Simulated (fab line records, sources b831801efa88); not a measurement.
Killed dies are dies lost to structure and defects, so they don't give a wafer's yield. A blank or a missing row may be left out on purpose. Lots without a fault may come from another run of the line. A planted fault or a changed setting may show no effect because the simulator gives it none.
Which tool did it? | flow sky130 | 14 lots, 41 wafers sampled, at 1 step of a route of 708

WHAT THE GAUGES READ, wafer by wafer
SKY_LI_CONTACT_OVL_MEAS_13. Usual: LI_CONTACT_OVL 3 nm, standard deviation 5.1.
lot  | measured     | on         | LI_CONTACT_OVL (nm) | flag
L838 | day 29 00:03 | overlay-02 | 12 5 9              |
L839 | day 29 09:13 | overlay-01 | 8 6 1               |
L840 | day 29 22:26 | overlay-02 | 4 11 12             |
L841 | day 30 12:50 | overlay-02 | 5 11 8              |
L842 | day 30 19:46 | overlay-01 | 6 1 4               |
L843 | day 31 04:52 | overlay-02 | 9 2 6               |
L844 | day 31 08:29 | overlay-02 | 3 2 9               |
L845 | day 31 13:43 | overlay-02 | 2 1 9               |
L846 | day 32 02:40 | overlay-01 | -3 7 10             |
L849 | day 33 05:34 | overlay-01 | 7 -3 -4             |
L851 | day 33 19:00 | overlay-01 | 14 8                |
L859 | day 35 23:52 | overlay-02 | 9 10 5              |
L860 | day 36 03:49 | overlay-02 | 1 -2 2              |
L861 | day 36 17:28 | overlay-02 | -5 -9 -4            |

WHICH TOOL RAN EACH LOT (tool, then ch and the chambers of the sampled wafers, then the start)
The record holds no process step before these readings.

WHAT THE TOOLS THEMSELVES READ (means of the sampled wafers that have a number; where no wafer has one, the mark that the record gives instead)
The record holds no such reading with a usual standard deviation.

THE ANSWER, worked out from the rows above alone
Rule: a lot is off if the mean of its wafers that have a number lies more than 3 standard deviations from the usual mean. A lot without any number at a reading at which 4 lots or more have one is off too. The other lots that the step has rows for count as sound. The gauges are gone through in route order, then the tools' own readings, and for those a lot's mean is taken as printed above. The first step at which some lot is off is used, and at that step the reading that is off furthest; a lot without a number counts as furthest.
No lot is off at any reading shown: from this, nothing can be told.

WHAT THE SIMULATOR HAD PUT IN
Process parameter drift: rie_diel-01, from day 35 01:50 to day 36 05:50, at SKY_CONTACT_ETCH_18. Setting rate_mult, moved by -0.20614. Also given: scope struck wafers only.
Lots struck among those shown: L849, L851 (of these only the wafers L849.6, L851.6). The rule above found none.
